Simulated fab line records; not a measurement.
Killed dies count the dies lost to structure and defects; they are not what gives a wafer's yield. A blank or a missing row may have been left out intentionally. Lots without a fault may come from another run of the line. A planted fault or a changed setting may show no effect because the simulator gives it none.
The tool behind it: which one?	flow gf180mcu	11 lots, 33 wafers sampled, at 3 steps of a route of 602

## WHAT EACH GAUGE READ, for each wafer
GF_M5_OVL_MEAS_08. Usual: for M5_OVL the level is -2 nm and the standard deviation is 4.8.
lot	measured	on	M5_OVL (nm)	flag
L664	day 26 06:20	overlay-02	4 1 8	
L665	day 26 09:25	overlay-02	-1 -3 -5	
L668	day 27 12:28	overlay-02	-4 -6 -4	
L669	day 27 23:08	overlay-02	7 5 1	
L671	day 28 13:45	overlay-02	2 -3 0	
L672	day 28 23:38	overlay-02	-6 -3 0	
L677	day 30 08:58	overlay-02	2 5 5	
L680	day 31 12:02	overlay-02	-10 3 -7	
L682	day 31 18:02	overlay-02	-2 0 1	
L685	day 32 14:13	overlay-02	2 -2 -7	
L686	day 32 14:34	overlay-01	-4 -7 3	

GF_TOP_METAL_THK_MEAS_06: measures by xrf. Usual: for TOP_METAL_ALCU_THK the level is 888 nm and the standard deviation is 13.
lot	measured	on	TOP_METAL_ALCU_THK (nm)	flag
L664	day 27 06:14	film-metro-03	889 890 878	
L665	day 27 08:42	film-metro-01	901 912 884	
L668	day 28 11:29	film-metro-02	864 867 861	
L669	day 28 21:36	film-metro-01	894 891 892	
L671	day 29 11:55	film-metro-02	877 879 890	
L672	day 29 21:55	film-metro-02	870 883 893	
L677	day 31 06:04	film-metro-03	900 884 883	
L680	day 32 08:15	film-metro-02	882 877 887	
L682	day 32 14:26	film-metro-01	915 894 902	
L685	day 33 09:37	film-metro-03	908 897 885	
L686	day 33 10:00	film-metro-02	889 875 865	

## TOOL THAT RAN EACH LOT (tool first, then ch and the chambers of the sampled wafers, then the start)
lot	GF_V5_ETCH_17
L664	rie-diel-04 ch 0,2, day 27 06:14 or earlier
L665	rie-diel-01 ch 0,2,3, day 27 08:42 or earlier
L668	rie-diel-02 ch 1,2,3, day 28 11:29 or earlier
L669	rie-diel-02 ch 0,1,2, day 28 21:36 or earlier
L671	rie-diel-02 ch 1,3, day 29 11:55 or earlier
L672	rie-diel-02 ch 1,2,3, day 29 21:55 or earlier
L677	rie-diel-02 ch 1,2,3, day 31 06:04 or earlier
L680	rie-diel-01 ch 0,2,3, day 32 08:15 or earlier
L682	rie-diel-04 ch 2,3, day 32 14:26 or earlier
L685	rie-diel-01 ch 0,2,3, day 33 09:37 or earlier
L686	rie-diel-02 ch 1,2, day 33 10:00 or earlier
- GF_V5_ETCH_17: etches SiO2 in C4F8/O2/Ar, stops on TiN, target depth 855 nm.

## AS READ BY THE TOOLS THEMSELVES (means over the sampled wafers that have a number; for cases with no such wafer, the mark the record gives instead)
GF_V5_ETCH_17. Usual: bias-w 1200 W, standard deviation 3.8; oes-product-au 0.859 a.u., standard deviation 0.0043; rf-fwd-power-W 1495 W, standard deviation 4.7.
lot	tool	bias-w (W)	oes-product-au (a.u.)	rf-fwd-power-W (W)	flag
L664	rie-diel-04	1200	0.862	1491	
L665	rie-diel-01	1198	0.860	1497	
L668	rie-diel-02	1205	0.858	1496	
L669	rie-diel-02	1201	0.853	1495	
L671	rie-diel-02	1200	0.856	1499	
L672	rie-diel-02	1197	0.860	1494	
L677	rie-diel-02	1200	0.864	1495	
L680	rie-diel-01	1199	0.865	1498	
L682	rie-diel-04	1204	0.861	1498	
L685	rie-diel-01	1197	0.861	1492	
L686	rie-diel-02	1202	0.858	1497	

## THE ANSWER, worked out from the rows above alone
Rule: lot off if the mean of its wafers having a number is beyond 3 standard deviations from the usual mean. Also off: a lot with no number at a reading for which 4 or more lots have one. The other lots that the step has rows for count as sound. The gauges are gone through in route order, then the tools' own readings, and for those a lot's mean is taken as printed above. The first step at which some lot is off is used, and at that step the reading that is off furthest; a lot without a number counts as furthest.
No lot is off at any reading shown: from this, nothing can be told.

## WHAT THE SIMULATOR HAD INSERTED
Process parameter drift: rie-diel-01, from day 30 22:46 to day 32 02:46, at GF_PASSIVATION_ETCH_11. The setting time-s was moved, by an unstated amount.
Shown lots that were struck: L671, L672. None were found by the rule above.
